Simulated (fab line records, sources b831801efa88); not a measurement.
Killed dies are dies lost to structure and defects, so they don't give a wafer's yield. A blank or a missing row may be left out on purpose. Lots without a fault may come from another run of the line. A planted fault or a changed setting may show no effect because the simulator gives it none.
Which tool did it? | flow gf180mcu | 13 lots, 39 wafers sampled, at 4 steps of a route of 602

WHAT THE GAUGES READ, wafer by wafer
GF_V5_BOW_MEAS_05.
lot  | measured     | on            | V5_BOW (um)
L774 | day 26 12:54 | film_metro-02 | 144 141 133
L781 | day 29 02:07 | film_metro-02 | 128 140 127
L782 | day 29 05:29 | film_metro-02 | 124 123 125
L783 | day 29 13:44 | film_metro-04 | 133 140 146
L785 | day 30 02:07 | film_metro-01 | 140 149 133
L787 | day 30 15:41 | film_metro-04 | 114 133 118
L789 | day 31 05:57 | film_metro-02 | 140 138 140
L790 | day 31 07:25 | film_metro-04 | 149 144 151
L791 | day 31 13:15 | film_metro-01 | 129 121 135
L793 | day 32 02:55 | film_metro-01 | 144 142 133
L794 | day 32 05:25 | film_metro-02 | 139 135 146
L795 | day 32 14:42 | film_metro-02 | 144 147 142
L796 | day 32 17:44 | film_metro-04 | 128 146 148

GF_PASSIVATION_THK_MEAS_01.
lot  | measured     | on            | PASSIVATION_CVD_00_THK (nm)
L774 | day 28 08:01 | film_metro-01 | 985 1001 1010
L781 | day 30 17:15 | film_metro-01 | 1001 997 1014
L782 | day 30 20:40 | film_metro-01 | 985 1016 1007
L783 | day 31 10:34 | film_metro-03 | 980 993 1004
L785 | day 31 16:03 | film_metro-03 | 1004 990 1008
L787 | day 32 04:37 | film_metro-01 | 981 981 1009
L789 | day 32 18:24 | film_metro-01 | 1003 983 993
L790 | day 32 19:13 | film_metro-03 | 987 999 1021
L791 | day 33 01:02 | film_metro-04 | 985 1007 986
L793 | day 33 13:07 | film_metro-03 | 983 994 987
L794 | day 33 16:01 | film_metro-01 | 1028 1008 1018
L795 | day 34 01:02 | film_metro-03 | 1017 1003 1023
L796 | day 34 03:44 | film_metro-04 | 987 1001 1002

WHICH TOOL RAN EACH LOT (tool, then ch and the chambers of the sampled wafers, then the start)
lot  | GF_TOP_METAL_STRIP_17                | GF_PASSIVATION_CVD_00
L774 | plasma_asher-04 ch 0,1, day 28 07:20 | pecvd-03 ch 0,1,2, day 28 07:56
L781 | plasma_asher-01 ch 0,1, day 30 16:39 | pecvd-02 ch 0,1,2, day 30 17:09
L782 | plasma_asher-01 ch 0,1, day 30 20:01 | pecvd-03 ch 0,1, day 30 20:35
L783 | plasma_asher-04 ch 0,1, day 31 09:58 | pecvd-03 ch 1,2, day 31 10:30
L785 | plasma_asher-01 ch 0,1, day 31 15:25 | pecvd-04 ch 0,1, day 31 15:59
L787 | plasma_asher-04 ch 0,1, day 32 03:59 | pecvd-02 ch 0,2, day 32 04:31
L789 | plasma_asher-04 ch 0,1, day 32 17:46 | pecvd-04 ch 0,1,2, day 32 18:20
L790 | plasma_asher-04 ch 1, day 32 18:35   | pecvd-03 ch 1,2, day 32 19:08
L791 | plasma_asher-02 ch 0,1, day 33 00:25 | pecvd-04 ch 1,2, day 33 00:57
L793 | plasma_asher-01 ch 0,1, day 33 12:31 | pecvd-02 ch 0,1,2, day 33 13:02
L794 | plasma_asher-01 ch 0,1, day 33 15:23 | pecvd-03 ch 0,1,2, day 33 15:56
L795 | plasma_asher-02 ch 0,1, day 34 00:23 | pecvd-04 ch 0,1,2, day 34 00:58
L796 | plasma_asher-04 ch 0,1, day 34 03:05 | pecvd-02 ch 0,2, day 34 03:39
- GF_TOP_METAL_STRIP_17: strips in O2/N2.
- GF_PASSIVATION_CVD_00: deposits SiO2 from TEOS, target thk 1000 nm, time 111.95 s.

WHAT THE TOOLS THEMSELVES READ (means of the sampled wafers that have a number; where no wafer has one, the mark that the record gives instead)
GF_TOP_METAL_STRIP_17.
lot  | tool            | chamber_pressure_mTorr (mTorr) | drypump_motor_current_A (A) | heater_power_w (W) | o2_flow_sccm (sccm) | oes_product_au (a.u.) | strip_time_to_endpoint_s (s)
L774 | plasma_asher-04 | 1500.2                         | 4.9                         | 306                | 3008                | 0.707                 | 12.98
L781 | plasma_asher-01 | -                              | -                           | -                  | -                   | -                     | -
L782 | plasma_asher-01 | -                              | -                           | -                  | -                   | -                     | -
L783 | plasma_asher-04 | -                              | -                           | -                  | -                   | -                     | -
L785 | plasma_asher-01 | 1501.3                         | 5.1                         | 281                | 3006                | 0.709                 | 12.86
L787 | plasma_asher-04 | 1499.2                         | 4.9                         | 301                | 2995                | 0.709                 | 12.98
L789 | plasma_asher-04 | 1500.7                         | 5.1                         | 327                | 3004                | 0.706                 | 12.90
L790 | plasma_asher-04 | 1498.5                         | 5.3                         | 358                | 3008                | 0.713                 | 13.04
L791 | plasma_asher-02 | 1500.4                         | 5.7                         | 369                | 3000                | 0.707                 | 12.84
L793 | plasma_asher-01 | 1500.0                         | 5.3                         | 287                | 2995                | 0.709                 | 12.89
L794 | plasma_asher-01 | 1499.8                         | 5.1                         | 280                | 2995                | 0.708                 | 12.89
L795 | plasma_asher-02 | 1500.7                         | 5.9                         | 336                | 3002                | 0.711                 | 12.84
L796 | plasma_asher-04 | 1499.9                         | 5.1                         | 328                | 2998                | 0.710                 | 12.82

GF_PASSIVATION_CVD_00.
lot  | tool     | heater_power_w (W)
L774 | pecvd-03 | 618
L781 | pecvd-02 | 718
L782 | pecvd-03 | 557
L783 | pecvd-03 | 587
L785 | pecvd-04 | 637
L787 | pecvd-02 | 728
L789 | pecvd-04 | 565
L790 | pecvd-03 | 640
L791 | pecvd-04 | 511
L793 | pecvd-02 | 729
L794 | pecvd-03 | 607
L795 | pecvd-04 | 633
L796 | pecvd-02 | 625

THE ANSWER, worked out from the rows above alone
Rule: what is usual is taken from the lots themselves. Put in order of their means at a reading, lots are off if they are a third of the lots or fewer, leave a main group of 4 or more, and stand apart from it by a gap of 3 or more times the standard deviation of the main group's means; of several such gaps the widest counts. A main group whose means are all the same, to the digits that the tables above print for the reading, isn't used. A lot without any number at a reading at which 4 lots or more have one is off too. The other lots that the step has rows for count as sound. The gauges are gone through in route order, then the tools' own readings, and for those a lot's mean is taken as printed above. The first step at which some lot is off is used, and at that step the reading that is off furthest; a lot without a number counts as furthest.
Off: L781, L782, L783, at GF_TOP_METAL_STRIP_17 (chamber_pressure_mTorr). Without a number there: L781, L782, L783. The main group: mean 1500.1 mTorr, standard deviation 0.76.
A tool fits if, at that step or a process step before it, it ran every lot that is off, and no sound lot after the first of them. None of those tried fits.

WHAT THE SIMULATOR HAD PUT IN
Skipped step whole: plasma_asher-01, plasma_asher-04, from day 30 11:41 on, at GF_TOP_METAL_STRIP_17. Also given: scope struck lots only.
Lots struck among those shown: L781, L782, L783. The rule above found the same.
